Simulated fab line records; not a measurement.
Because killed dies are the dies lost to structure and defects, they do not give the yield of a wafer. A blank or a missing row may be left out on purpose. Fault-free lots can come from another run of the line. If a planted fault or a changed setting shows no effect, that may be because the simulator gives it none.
Commonality check across tools -- flow sky130 -- 12 lots and 36 wafers in the sample

## WHAT PROMPTED THE OPENING
2 of 12 lots carry a flag on the reading RES_XHIGH_RS at SKY_SD_N_RS_MEAS_18. Wafers without a fault read 332.9 ohm/sq, standard deviation 1.2.
Rule: flag the lot when none of its wafers has a number, or when each of its wafers that has one lies beyond 4 standard deviations from that mean. The other lots count as sound.

lot,measured,on,"RES_XHIGH_RS (ohm/sq), wafer by wafer",flag
L759,day 28 09:52,filmMetro-01,333.0 332.4 332.7,
L760,day 28 23:43,filmMetro-01,332.0 332.0 331.9,
L761,day 29 06:59,filmMetro-02,331.5 330.5 330.8,
L762,day 29 09:28,filmMetro-02,334.1 333.8 333.1,
L763,day 29 21:14,filmMetro-01,331.8 332.0 332.0,
L765,day 30 22:07,filmMetro-02,333.4 333.7 332.8,
L766,day 31 00:56,filmMetro-02,333.4 332.5 333.7,
L768,day 31 12:13,filmMetro-02,333.1 332.4 333.7,
L769,day 31 20:23,filmMetro-02,331.7 331.7 332.6,
L774,day 33 18:12,filmMetro-01,332.5 332.4 331.6,
L778,day 34 15:55,filmMetro-03,354.8 358.4 355.0,FLAGGED
L779,day 35 03:13,filmMetro-02,354.8 354.9 359.1,FLAGGED
On average the flagged lots' numbers are 356.2 ohm/sq, which is +23.3 ohm/sq against the usual, or +19 standard deviations.

## WHICH TOOL EACH LOT WENT THROUGH
The record keeps 1 process step preceding the reading, out of 708 steps on the route. Each cell gives the tool, then ch followed by the chambers the sampled wafers passed through, then the start.
lot,flag,SKY_RES_XHIGH_IMPLANT_07
L759,,"implanter-01 ch 0, day 27 03:48"
L760,,"implanter-02 ch 0, day 27 18:23"
L761,,"implanter-03 ch 0, day 28 01:55"
L762,,"implanter-03 ch 0, day 28 03:42"
L763,,"implanter-01 ch 0, day 28 15:59"
L765,,"implanter-01 ch 0, day 29 17:14"
L766,,"implanter-01 ch 0, day 29 19:52"
L768,,"implanter-01 ch 0, day 30 05:45"
L769,,"implanter-01 ch 0, day 30 15:56"
L774,,"implanter-03 ch 0, day 32 14:14"
L778,FLAGGED,"implanter-01 ch 0, day 33 12:23"
L779,FLAGGED,"implanter-01 ch 0, day 34 00:15"
What these steps do:
- SKY_RES_XHIGH_IMPLANT_07
- SKY_SD_N_RS_MEAS_18: measures by four-point-probe.

## FLAGGED AGAINST TOTAL, ONE TOOL AT A TIME (gauges that did the reading follow at the end)
step,tool,lots run,flagged,share of the flagged lots,sound lots run after its first flagged lot
SKY_RES_XHIGH_IMPLANT_07,implanter-01,8,2,all,0
SKY_RES_XHIGH_IMPLANT_07,implanter-02,1,0,none,-
SKY_RES_XHIGH_IMPLANT_07,implanter-03,3,0,none,-
SKY_SD_N_RS_MEAS_18,filmMetro-01,4,0,none,-
SKY_SD_N_RS_MEAS_18,filmMetro-02,7,1,some,0
SKY_SD_N_RS_MEAS_18,filmMetro-03,1,1,some,0

## WHAT THE TABLE PERMITS
All flagged lots share 1 row of the table, namely implanter-01 at SKY_RES_XHIGH_IMPLANT_07.
- implanter-01 at SKY_RES_XHIGH_IMPLANT_07: 2 of its 8 lots flagged. A fault beginning between L769 (day 30 15:56), its last sound lot, and L778 (day 33 12:23), its first flagged one, fits the data. Its own readings lie more than 4 standard deviations out on every wafer of the flagged lots: beamOnS, doseIonsCm2.
Just one tool remains: implanter-01 at SKY_RES_XHIGH_IMPLANT_07.

## WHAT THE SIMULATOR HAD INSERTED
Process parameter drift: implanter-01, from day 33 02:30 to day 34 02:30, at SKY_RES_XHIGH_IMPLANT_07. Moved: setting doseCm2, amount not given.
Shown lots that were struck: L778, L779. The rule given above showed the same thing.
